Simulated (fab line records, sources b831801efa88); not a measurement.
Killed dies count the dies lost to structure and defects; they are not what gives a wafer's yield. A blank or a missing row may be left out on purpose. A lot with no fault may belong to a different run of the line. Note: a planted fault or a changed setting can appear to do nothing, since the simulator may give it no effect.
fab line records	flow sfq-line	part 1 of 2: steps 1 to 24 of 34
record: lots: 5	wafers: 15	last-day: 85
route steps=325 shown I3@145 M4@148 I4@163 JJ@178
lots that met no fault: taken from a fault-free run of the same line
start-h: start of the lot's first displayed wafer, in hours after the record's first day	wait-h: hours elapsed since this lot's preceding step	" repeats the value in the row above	L1.1+2: a row that stands for several wafers	- no value, or no start was given	* or withheld: withheld	< > ~ a bound
route shown NAME@n: names a module that has steps shown in the file, with the first one's number in the route	usual: mean/standard deviation taken from wafers without a fault	same: alike in all rows	chamber/n: place in a boat	sites: per-site readings	_std_site: the standard deviation of these	_edge_site: the outer-site mean with the inner-site mean subtracted	radius-mm: how far each site lies from the wafer's centre	mask NAME#n: copy n	behind: the most recent tool/chamber to have shaped the wafer	hold: what put the lot on hold/how long, in hours/how the hold closed	device: which transistor (n, p or np) failed to switch	end of line: the route-end tests of the same wafers	a step given without rows: its recipe and nothing more	killed: not the wafer's yield, but the dies lost to structure and defects at the first sort	map: a wafer's dies, x killed, . not, _ none there
set.NAME: the setting the step ran with; set.NAME@STEP: the setting that earlier step ran with	model.NAME: the simulator's own value behind a step, which no gauge read
certain route steps with their lots: each step a table, each wafer a row
services: from which hour (start-h, from the record's first day; less than 0 if before it) a tool's chamber was out of use, for how many hours, and why
== steps ==
step: SFQ_TRILAYER_I3_VIA_ETCH_VIA_ETCH_088
recipe: target: SiO2	stop-on: Nb	mask-material: PR	taper-deg: 20	chemistry: CHF3	target-depth-nm: 260	source-w: 500	bias-w: 80	pressure-mtorr: 30	time-s: withheld
usual: drypump-motor-current-A: 5.5/0.35	oes-product-au: 0.856/0.005
lot.wafer	tool	chamber	start-h	wait-h	drypump-motor-current-A	oes-product-au
L082.2	rie-diel-03	1	989.02	0.0	4.8	0.860
L082.5	"	3	"	"	5.1	0.854
L082.6	"	0	"	"	5.8	0.863
L085.1	rie-diel-03	3	1049.33	0.0	5.1	0.856
L085.5	"	2	"	"	6.1	0.857
L085.6	"	3	"	"	5.1	0.851
L087.1	rie-diel-03	2	1051.73	0.0	6.1	0.852
L087.4	"	0	"	"	5.9	0.862
L087.6	"	3	"	"	5.1	0.858
L092.4	rie-diel-01	3	1060.23	0.0	5.6	0.856
L092.5	"	3	"	"	5.7	0.857
L092.6	"	2	"	"	5.4	0.855
L096.1	rie-diel-01	2	1212.68	0.0	5.4	0.860
L096.3	"	0	"	"	5.1	0.854
L096.6	"	0	"	"	5.1	0.869
step: SFQ_TRILAYER_I3_VIA_STRIP_STRIP_089
recipe: gas: O2	power-w: 200	platen-temp-c: 40	overash-fraction: 0.65	chemistry: O2	pressure-mtorr: 50
usual: drypump-motor-current-A: 5.7/0.37	oes-product-au: 0.997/0.012
lot.wafer	tool	chamber	start-h	wait-h	drypump-motor-current-A	oes-product-au	rf-hours-counter-h
L082.2	rie-metal-04	0	989.34	-	5.7	0.984	-
L082.5	"	0	"	"	5.7	0.975	-
L082.6	"	0	"	"	5.7	0.974	-
L085.1	rie-metal-03	1	1049.44	-	6.6	1.013	57
L085.5	"	0	"	"	6.2	1.015	-
L085.6	"	1	"	"	6.6	1.023	-
L087.1	rie-metal-01	1	1051.84	-	5.3	0.994	111
L087.4	"	0	"	"	5.6	0.995	-
L087.6	"	0	"	"	5.6	1.005	-
L092.4	rie-metal-04	0	1060.54	-	5.7	0.980	-
L092.5	"	1	"	"	5.5	0.984	-
L092.6	"	0	"	"	5.7	0.983	-
L096.1	rie-metal-04	1	1212.79	-	5.5	0.997	27
L096.3	"	1	"	"	5.5	0.995	-
L096.6	"	0	"	"	5.7	0.972	-
step: SFQ_TRILAYER_I3_VIA_STRIP_SOLV_CLEAN_090
recipe: chemistry: NMP	temp-c: 70	time-s: 600
usual: bath-heat-duty-pct: 13.6/1.4
lot.wafer	tool	chamber	start-h	wait-h	bath-heat-duty-pct
L082.2	wet-bench-02	6	990.34	0.8	15.3
L082.5	"	7	"	"	11.4
L082.6	"	2	"	"	12.3
L085.1	wet-bench-02	1	1050.04	0.4	12.5
L085.5	"	5	"	"	13.7
L085.6	"	6	"	"	14.0
L087.1	wet-bench-03	0	1052.44	0.4	14.1
L087.4	"	4	"	"	13.3
L087.6	"	5	"	"	13.5
L092.4	wet-bench-01	0	1060.94	0.2	13.5
L092.5	"	6	"	"	13.8
L092.6	"	4	"	"	16.8
L096.1	wet-bench-02	7	1213.39	0.4	12.9
L096.3	"	6	"	"	14.3
L096.6	"	5	"	"	13.5
step: SFQ_TRILAYER_M4_DEP_PRE_CLEAN_092
recipe: gas: Ar	time-s: 22.5	bias-v: 250
lot.wafer	tool	chamber	start-h	wait-h
L082.2+5+6	pvd-sputter-04	-	990.53	0.0
L085.1+5+6	pvd-sputter-04	-	1050.23	0.0
L087.1+4+6	pvd-sputter-06	-	1052.62	0.0
L092.4+5+6	pvd-sputter-06	-	1061.12	0.0
L096.1+3+6	pvd-sputter-06	-	1213.57	0.0
step: SFQ_TRILAYER_M4_DEP_SPUTTER_091
recipe: material: Nb	base-pressure-pa: 1.33e-06	chamber-pressure-pa: 0.1333	substrate-temp-c: 20	resputter-cathode-voltage-v: 400	target-thk-nm: 200	power-w: 2000	time-s: 133.3
usual: throttle-valve-pct: 29.3/1
lot.wafer	tool	chamber	start-h	wait-h	throttle-valve-pct
L082.2	pvd-sputter-04	-	990.56	0.0	29.7
L082.5	"	-	"	"	29.9
L082.6	"	-	"	"	29.9
L085.1	pvd-sputter-04	-	1050.26	0.0	30.0
L085.5	"	-	"	"	27.7
L085.6	"	-	"	"	29.8
L087.1	pvd-sputter-06	-	1052.65	0.0	29.1
L087.4	"	-	"	"	27.7
L087.6	"	-	"	"	27.4
L092.4	pvd-sputter-06	-	1061.15	0.0	27.9
L092.5	"	-	"	"	30.3
L092.6	"	-	"	"	29.1
L096.1	pvd-sputter-06	-	1213.60	0.0	29.7
L096.3	"	-	"	"	29.4
L096.6	"	-	"	"	27.8
step: SFQ_M4_RS_MEAS_924
recipe: thk-meas-gauge: four-point-probe	reads: Nb_of_TRILAYER_M4_DEP_SPUTTER_091
usual: M4_NB_RS: 0.885/0.012
lot.wafer	tool	chamber	start-h	wait-h	M4_NB_RS[ohm/sq]
L082.2	film-metro-03	-	990.67	0.1	0.899
L082.5	"	-	"	"	0.913
L082.6	"	-	"	"	0.897
L085.1	film-metro-01	-	1050.35	0.0	0.881
L085.5	"	-	"	"	0.883
L085.6	"	-	"	"	0.894
L087.1	film-metro-02	-	1052.74	0.0	0.877
L087.4	"	-	"	"	0.889
L087.6	"	-	"	"	0.892
L092.4	film-metro-02	-	1061.30	0.1	0.882
L092.5	"	-	"	"	0.861
L092.6	"	-	"	"	0.873
L096.1	film-metro-01	-	1213.69	0.0	0.877
L096.3	"	-	"	"	0.875
L096.6	"	-	"	"	0.876
step: SFQ_TRILAYER_M4_LITHO_COAT_098
recipe: resist: BARC	spin-rpm: 3000	resist-thk-nm: 62
usual: resist-line-temp-C: 23.01/0.1
lot.wafer	tool	chamber	start-h	wait-h	resist-line-temp-C
L082.2	litho-track-04	0	990.88	0.1	22.94
L082.5	"	0	"	"	23.00
L082.6	"	0	"	"	22.83
L085.1	litho-track-04	0	1050.53	0.1	22.94
L085.5	"	0	"	"	22.94
L085.6	"	0	"	"	22.90
L087.1	litho-track-03	0	1052.92	0.1	22.83
L087.4	"	0	"	"	22.91
L087.6	"	0	"	"	23.02
L092.4	litho-track-03	0	1061.57	0.2	23.03
L092.5	"	0	"	"	23.04
L092.6	"	0	"	"	23.02
L096.1	litho-track-02	0	1213.87	0.1	22.83
L096.3	"	0	"	"	23.00
L096.6	"	0	"	"	23.03
step: SFQ_TRILAYER_M4_LITHO_COAT_093
recipe: resist: KrF	spin-rpm: 3000	resist-thk-nm: 600
usual: resist-line-temp-C: 23.00/0.1
lot.wafer	tool	chamber	start-h	wait-h	resist-line-temp-C
L082.2	litho-track-04	0	991.18	0.2	22.96
L082.5	"	0	"	"	23.10
L082.6	"	0	"	"	23.06
L085.1	litho-track-04	0	1050.83	0.2	22.87
L085.5	"	0	"	"	22.90
L085.6	"	0	"	"	23.08
L087.1	litho-track-03	0	1053.22	0.2	22.87
L087.4	"	0	"	"	23.06
L087.6	"	0	"	"	22.95
L092.4	litho-track-03	0	1061.87	0.2	22.87
L092.5	"	0	"	"	23.08
L092.6	"	0	"	"	22.93
L096.1	litho-track-02	0	1214.17	0.2	22.81
L096.3	"	0	"	"	23.13
L096.6	"	0	"	"	23.23
step: SFQ_TRILAYER_M4_LITHO_SOFTBAKE_097
recipe: temp-c: withheld	time-s: withheld	resist: KrF
usual: resist-line-temp-C: *
lot.wafer	tool	chamber	start-h	wait-h	resist-line-temp-C
L082.2	litho-track-04	0	991.45	0.2	*
L082.5	"	0	"	"	*
L082.6	"	0	"	"	*
L085.1	litho-track-04	0	1051.13	0.2	*
L085.5	"	0	"	"	*
L085.6	"	0	"	"	*
L087.1	litho-track-03	0	1053.52	0.2	*
L087.4	"	0	"	"	*
L087.6	"	0	"	"	*
L092.4	litho-track-03	0	1062.09	0.2	*
L092.5	"	0	"	"	*
L092.6	"	0	"	"	*
L096.1	litho-track-02	0	1214.47	0.2	*
L096.3	"	0	"	"	*
L096.6	"	0	"	"	*
step: SFQ_TRILAYER_M4_LITHO_EXPOSE_094
recipe: mask-id: M4	na: 0.6	source-shape: conventional	sigma-outer: 0.65	target-cd-nm: 500	dose-mj: 14.4
lot.wafer	tool	chamber	start-h	wait-h	mask
L082.2+5+6	krf-scanner-01	0	991.78	-	M4#0
L085.1+5+6	krf-scanner-01	0	1065.86	-	M4#0
L087.1+4+6	krf-scanner-01	0	1068.26	-	M4#0
L092.4+5+6	krf-scanner-01	0	1077.26	-	M4#0
L096.1+3+6	krf-scanner-02	0	1243.37	-	M4#0
step: SFQ_TRILAYER_M4_LITHO_PEB_096
recipe: peb-temp-c: 115	peb-time-s: 60	resist: KrF
usual: resist-line-temp-C: 22.98/0.1
same: peb-time-s: 60
lot.wafer	tool	chamber	start-h	wait-h	resist-line-temp-C
L082.2	litho-track-04	0	992.80	0.8	22.84
L082.5	"	0	"	"	22.90
L082.6	"	0	"	"	22.87
L085.1	litho-track-04	0	1067.06	1.0	22.90
L085.5	"	0	"	"	22.99
L085.6	"	0	"	"	23.00
L087.1	litho-track-04	0	1069.46	1.0	23.02
L087.4	"	0	"	"	23.17
L087.6	"	0	"	"	22.89
L092.4	litho-track-02	0	1077.93	0.5	23.03
L092.5	"	0	"	"	22.95
L092.6	"	0	"	"	22.79
L096.1	litho-track-02	0	1244.57	1.0	23.05
L096.3	"	0	"	"	23.15
L096.6	"	0	"	"	23.15
step: SFQ_TRILAYER_M4_LITHO_DEVELOP_095
recipe: time-s: 60	resist: KrF
usual: resist-line-temp-C: 22.98/0.11
lot.wafer	tool	chamber	start-h	wait-h	resist-line-temp-C
L082.2	litho-track-04	0	992.95	0.1	22.84
L082.5	"	0	"	"	23.02
L082.6	"	0	"	"	22.87
L085.1	litho-track-04	0	1067.21	0.1	22.98
L085.5	"	0	"	"	22.91
L085.6	"	0	"	"	22.99
L087.1	litho-track-04	0	1069.61	0.1	22.97
L087.4	"	0	"	"	22.92
L087.6	"	0	"	"	22.90
L092.4	litho-track-02	0	1078.08	0.1	22.95
L092.5	"	0	"	"	22.96
L092.6	"	0	"	"	22.90
L096.1	litho-track-02	0	1244.72	0.1	22.92
L096.3	"	0	"	"	22.99
L096.6	"	0	"	"	22.89
step: SFQ_M4_OVL_MEAS_926
usual: M4_OVL: -4/5.2
lot.wafer	tool	chamber	start-h	wait-h	M4_OVL[nm]
L082.2	overlay-02	-	993.08	0.1	3
L082.5	"	-	"	"	0
L082.6	"	-	"	"	4
L085.1	overlay-02	-	1067.36	0.1	-12
L085.5	"	-	"	"	-8
L085.6	"	-	"	"	-2
L087.1	overlay-02	-	1069.76	0.1	-1
L087.4	"	-	"	"	-5
L087.6	"	-	"	"	-2
L092.4	overlay-02	-	1078.17	0.1	-7
L092.5	"	-	"	"	-3
L092.6	"	-	"	"	-1
L096.1	overlay-02	-	1244.87	0.1	-6
L096.3	"	-	"	"	-1
L096.6	"	-	"	"	-1
step: SFQ_TRILAYER_M4_BARC_OPEN_METAL_ETCH_123
recipe: mask-material: PR	chemistry: O2	target-depth-nm: 125	target: BARC	icp-w: 600	bias-w: 80	pressure-mtorr: 10	time-s: 41.7
usual: drypump-motor-current-A: 5.9/0.47	oes-product-au: 0.685/0.0045
lot.wafer	tool	chamber	start-h	wait-h	drypump-motor-current-A	oes-product-au	rf-hours-counter-h
L082.2	rie-metal-01	0	993.11	0.0	5.5	0.682	86
L082.5	"	1	"	"	5.3	0.688	-
L082.6	"	0	"	"	5.6	0.681	-
L085.1	rie-metal-03	1	1067.39	0.0	6.6	0.685	60
L085.5	"	1	"	"	6.6	0.683	-
L085.6	"	0	"	"	6.2	0.681	-
L087.1	rie-metal-03	0	1069.79	0.0	6.2	0.674	121
L087.4	"	1	"	"	6.6	0.681	-
L087.6	"	1	"	"	6.6	0.679	-
L092.4	rie-metal-02	0	1078.21	0.0	5.4	0.690	-
L092.5	"	0	"	"	5.4	0.692	-
L092.6	"	1	"	"	6.2	0.682	-
L096.1	rie-metal-03	0	1244.91	0.0	6.2	0.687	6
L096.3	"	1	"	"	6.6	0.684	-
L096.6	"	0	"	"	6.2	0.684	-
step: SFQ_TRILAYER_M4_ETCH_METAL_ETCH_096
recipe: target: Nb	stop-on: SiO2	mask-material: PR	chemistry: Cl2/Ar	target-depth-nm: 240	icp-w: 600	bias-w: 80	pressure-mtorr: 10	time-s: 120
usual: drypump-motor-current-A: 5.9/0.47	oes-product-au: 0.896/0.0077
lot.wafer	tool	chamber	start-h	wait-h	drypump-motor-current-A	oes-product-au	rf-hours-counter-h
L082.2	rie-metal-01	0	993.17	0.0	5.6	0.900	86
L082.5	"	1	"	"	5.3	0.889	-
L082.6	"	0	"	"	5.5	0.894	-
L085.1	rie-metal-03	1	1067.45	0.0	6.6	0.901	60
L085.5	"	1	"	"	6.5	0.895	-
L085.6	"	0	"	"	6.2	0.888	-
L087.1	rie-metal-03	0	1069.85	0.0	6.2	0.901	121
L087.4	"	1	"	"	6.6	0.889	-
L087.6	"	1	"	"	6.6	0.894	-
L092.4	rie-metal-02	0	1078.29	0.1	5.4	0.888	-
L092.5	"	0	"	"	5.4	0.910	-
L092.6	"	1	"	"	6.2	0.906	-
L096.1	rie-metal-03	0	1244.97	0.0	6.2	0.897	6
L096.3	"	1	"	"	6.5	0.909	-
L096.6	"	0	"	"	6.2	0.904	-
step: SFQ_TRILAYER_M4_STRIP_STRIP_097
recipe: gas: O2	power-w: 200	platen-temp-c: 40	overash-fraction: 0.65	chemistry: O2	pressure-mtorr: 50
usual: drypump-motor-current-A: 5.9/0.47	oes-product-au: 1.005/0.011
lot.wafer	tool	chamber	start-h	wait-h	drypump-motor-current-A	oes-product-au	rf-hours-counter-h
L082.2	rie-metal-01	0	993.30	0.1	5.5	0.992	86
L082.5	"	1	"	"	5.3	0.986	-
L082.6	"	0	"	"	5.5	0.992	-
L085.1	rie-metal-03	1	1067.58	0.1	6.6	1.008	60
L085.5	"	1	"	"	6.6	1.006	-
L085.6	"	0	"	"	6.2	1.005	-
L087.1	rie-metal-03	0	1069.98	0.1	6.2	1.004	121
L087.4	"	1	"	"	6.6	1.010	-
L087.6	"	1	"	"	6.5	1.007	-
L092.4	rie-metal-02	0	1078.58	0.2	5.4	1.003	-
L092.5	"	0	"	"	5.4	1.004	-
L092.6	"	1	"	"	6.2	1.013	-
L096.1	rie-metal-03	0	1245.09	0.1	6.2	1.017	6
L096.3	"	1	"	"	6.6	1.002	-
L096.6	"	0	"	"	6.2	1.017	-
step: SFQ_TRILAYER_M4_STRIP_SOLV_CLEAN_098
recipe: chemistry: NMP	temp-c: 70	time-s: 600
usual: bath-heat-duty-pct: 13.6/1.4
lot.wafer	tool	chamber	start-h	wait-h	bath-heat-duty-pct
L082.2	wet-bench-03	1	993.90	0.4	15.4
L082.5	"	6	"	"	14.2
L082.6	"	7	"	"	12.5
L085.1	wet-bench-03	2	1068.18	0.4	13.2
L085.5	"	1	"	"	17.0
L085.6	"	3	"	"	13.0
L087.1	wet-bench-03	5	1070.58	0.4	12.9
L087.4	"	2	"	"	12.8
L087.6	"	4	"	"	13.9
L092.4	wet-bench-04	4	1078.98	0.2	15.2
L092.5	"	0	"	"	12.2
L092.6	"	1	"	"	11.7
L096.1	wet-bench-03	3	1245.69	0.4	14.7
L096.3	"	5	"	"	14.3
L096.6	"	1	"	"	16.8
step: SFQ_TRILAYER_I4_DEP_PECVD_099
recipe: material: SiO2	temp-c: 150	time-s: 111.11	pressure-torr: 2.4	rf-w: 183.3	precursor: SiH4/N2O	target-thk-nm: 500
usual: chamber-pressure-Torr: 2.401/0.0053	heater-power-w: 84/22	throttle-valve-pct: 23.6/0.8
lot.wafer	tool	chamber	start-h	wait-h	chamber-pressure-Torr	heater-power-w	throttle-valve-pct
L082.2	pecvd-02	0	994.07	0.0	2.392	75	24.6
L082.5	"	2	"	"	2.403	96	24.3
L082.6	"	1	"	"	2.397	82	24.2
L085.1	pecvd-01	2	1068.35	0.0	2.396	92	23.3
L085.5	"	0	"	"	2.400	60	22.0
L085.6	"	2	"	"	2.397	94	23.6
L087.1	pecvd-02	0	1070.75	0.0	2.404	68	25.2
L087.4	"	0	"	"	2.405	71	25.1
L087.6	"	2	"	"	2.392	110	24.1
L092.4	pecvd-03	0	1079.19	0.0	2.395	111	23.8
L092.5	"	2	"	"	2.403	78	23.6
L092.6	"	1	"	"	2.399	57	23.2
L096.1	pecvd-03	1	1245.87	0.0	2.406	51	23.8
L096.3	"	2	"	"	2.405	73	24.1
L096.6	"	2	"	"	2.391	76	23.7
step: SFQ_TRILAYER_I4_CMP_CMP_100
recipe: material: SiO2	down-force-psi: 3	platen-rpm: 60	pad-velocity-m-s: 0.94248
usual: motor-current-A: 10.0/0.57	platen-rpm: 60.00/0.039	slurry-flow-ml-min: 150.0/0.46	time-to-endpoint-s: 217/9.3
lot.wafer	tool	chamber	start-h	wait-h	motor-current-A	platen-rpm	slurry-flow-ml-min	time-to-endpoint-s
L082.2	cmp-02	2	1007.76	13.7	10.7	60.04	149.5	220
L082.6	"	0	1008.76	14.6	9.3	60.02	149.2	212
L082.5	"	1	"	"	10.0	60.04	149.7	211
L085.1	cmp-01	0	1070.03	1.6	11.1	60.03	150.0	212
L085.6	"	2	1071.03	2.6	10.3	59.96	149.2	217
L085.5	"	3	"	"	9.3	59.98	149.8	210
L087.4	cmp-02	2	1073.30	2.5	10.7	59.96	149.4	225
L087.1	"	0	1074.30	3.5	9.4	60.02	149.9	211
L087.6	"	1	"	"	9.8	60.08	149.5	211
L092.4	cmp-01	3	1092.10	12.9	9.0	59.99	150.4	208
L092.6	"	0	"	"	10.6	59.99	150.7	214
L092.5	"	1	"	"	9.9	59.99	150.1	226
L096.3	cmp-02	2	1252.36	6.5	10.6	59.98	149.7	213
L096.1	"	0	1253.36	7.5	9.8	59.94	149.6	215
L096.6	"	2	1254.36	8.4	10.3	59.97	149.0	228
step: SFQ_I4_BOW_MEAS_927
recipe: mode: bow
usual: I4_BOW: 0/8.1
lot.wafer	tool	chamber	start-h	wait-h	I4_BOW[um]
L082.2	film-metro-01	-	1009.78	1.5	0
L082.5	"	-	"	"	-6
L082.6	"	-	"	"	1
L085.1	film-metro-02	-	1072.03	1.5	-13
L085.5	"	-	"	"	2
L085.6	"	-	"	"	-8
L087.1	film-metro-02	-	1075.80	1.0	7
L087.4	"	-	"	"	8
L087.6	"	-	"	"	12
L092.4	film-metro-04	-	1093.66	1.1	-8
L092.5	"	-	"	"	-5
L092.6	"	-	"	"	-6
L096.1	film-metro-02	-	1255.36	1.5	-6
L096.3	"	-	"	"	-10
L096.6	"	-	"	"	1
step: SFQ_TRILAYER_I4_METRO_MEASURE_101
usual: thk-nm: 200.0/1.3
lot.wafer	tool	chamber	start-h	wait-h	thk-nm
L082.2	film-metro-01	-	1010.08	0.3	200.1
L082.5	"	-	"	"	199.7
L082.6	"	-	"	"	199.2
L085.1	film-metro-02	-	1072.15	0.1	200.1
L085.5	"	-	"	"	200.0
L085.6	"	-	"	"	200.6
L087.1	film-metro-02	-	1075.92	0.1	199.4
L087.4	"	-	"	"	200.0
L087.6	"	-	"	"	197.6
L092.4	film-metro-04	-	1094.32	0.6	199.5
L092.5	"	-	"	"	201.9
L092.6	"	-	"	"	198.8
L096.1	film-metro-02	-	1255.48	0.1	200.1
L096.3	"	-	"	"	201.4
L096.6	"	-	"	"	199.9
step: SFQ_TRILAYER_I4_VIA_LITHO_COAT_108
recipe: resist: BARC	spin-rpm: 3000	resist-thk-nm: 62
usual: resist-line-temp-C: 23.00/0.099
lot.wafer	tool	chamber	start-h	wait-h	resist-line-temp-C
L082.2	litho-track-04	0	1011.20	0.9	23.03
L082.5	"	0	"	"	23.08
L082.6	"	0	"	"	22.98
L085.1	litho-track-04	0	1073.35	1.0	22.92
L085.5	"	0	"	"	22.80
L085.6	"	0	"	"	22.90
L087.1	litho-track-03	0	1077.12	1.0	23.00
L087.4	"	0	"	"	22.91
L087.6	"	0	"	"	22.93
L092.4	litho-track-04	0	1095.07	0.6	22.94
L092.5	"	0	"	"	23.07
L092.6	"	0	"	"	23.11
L096.1	litho-track-03	0	1256.68	1.0	22.94
L096.3	"	0	"	"	22.99
L096.6	"	0	"	"	23.01
step: SFQ_TRILAYER_I4_VIA_LITHO_COAT_103
recipe: resist: KrF	spin-rpm: 3000	resist-thk-nm: 650
usual: resist-line-temp-C: 22.97/0.1
lot.wafer	tool	chamber	start-h	wait-h	resist-line-temp-C
L082.2	litho-track-04	0	1011.50	0.2	23.01
L082.5	"	0	"	"	23.14
L082.6	"	0	"	"	22.93
L085.1	litho-track-04	0	1073.65	0.2	22.83
L085.5	"	0	"	"	22.88
L085.6	"	0	"	"	22.95
L087.1	litho-track-03	0	1077.42	0.2	22.80
L087.4	"	0	"	"	22.98
L087.6	"	0	"	"	22.93
L092.4	litho-track-04	0	1095.37	0.2	23.07
L092.5	"	0	"	"	22.99
L092.6	"	0	"	"	23.00
L096.1	litho-track-03	0	1256.98	0.2	22.92
L096.3	"	0	"	"	23.05
L096.6	"	0	"	"	22.88
step: SFQ_TRILAYER_I4_VIA_LITHO_SOFTBAKE_107
recipe: temp-c: withheld	time-s: withheld	resist: KrF
usual: resist-line-temp-C: *
lot.wafer	tool	chamber	start-h	wait-h	resist-line-temp-C
L082.2	litho-track-04	0	1011.77	0.2	*
L082.5	"	0	"	"	*
L082.6	"	0	"	"	*
L085.1	litho-track-04	0	1073.95	0.2	*
L085.5	"	0	"	"	*
L085.6	"	0	"	"	*
L087.1	litho-track-03	0	1077.72	0.2	*
L087.4	"	0	"	"	*
L087.6	"	0	"	"	*
L092.4	litho-track-04	0	1095.59	0.2	*
L092.5	"	0	"	"	*
L092.6	"	0	"	"	*
L096.1	litho-track-03	0	1257.28	0.2	*
L096.3	"	0	"	"	*
L096.6	"	0	"	"	*
